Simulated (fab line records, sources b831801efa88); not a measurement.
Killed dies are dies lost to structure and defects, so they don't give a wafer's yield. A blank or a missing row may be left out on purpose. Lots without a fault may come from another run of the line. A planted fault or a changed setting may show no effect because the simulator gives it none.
One fault seen from 2 desks | flow gf180mcu | each desk has only its own numbers; what lay behind them comes last

THE TOOL OWNER'S DESK: pvd_sputter-02
The tool's own readings at GF_V5_SPUTTER_22 (material TiN, target thk 10 nm, time 40 s): means of the sampled wafers that have a number, for each lot that ran on this tool. A lot is out of limits, marked OUT, if its mean lies more than 4 standard deviations from the usual mean; the brackets give that distance.
Columns: A = throttle_valve_pct at GF_V5_SPUTTER_22, usual 30.5 %
lot  | first seen here | A
L970 | day 30 12:45    | 30.2
L977 | day 32 12:16    | 29.6
This desk's finding: nothing out of limits on any of the 2 lots.

THE METROLOGY DESK
What the gauges read, lot by lot, whatever tool the lot ran on: means of the sampled wafers that have a number. A lot is out of limits, marked OUT, if its mean lies more than 4 standard deviations from the usual mean; the brackets give that distance.
Columns: A = cd_nm at GF_V5_CD_MEAS_14, usual 259.9 nm; B = V5_OVL at GF_V5_OVL_MEAS_15, usual -2 nm
lot  | first seen here | A     | B
L968 | day 30 01:52    | 258.9 | 2
L970 | day 30 11:46    | 260.3 | -8
L977 | day 32 11:22    | 259.5 | -12
L980 | day 32 23:50    | 261.3 | -3
L982 | day 33 15:55    | 259.1 | -4
This desk's finding: nothing out of limits on any of the 5 lots.

PUT TOGETHER
The tool owner's desk saw nothing out of limits.
The metrology desk saw nothing out of limits.

WHAT THE SIMULATOR HAD PUT IN
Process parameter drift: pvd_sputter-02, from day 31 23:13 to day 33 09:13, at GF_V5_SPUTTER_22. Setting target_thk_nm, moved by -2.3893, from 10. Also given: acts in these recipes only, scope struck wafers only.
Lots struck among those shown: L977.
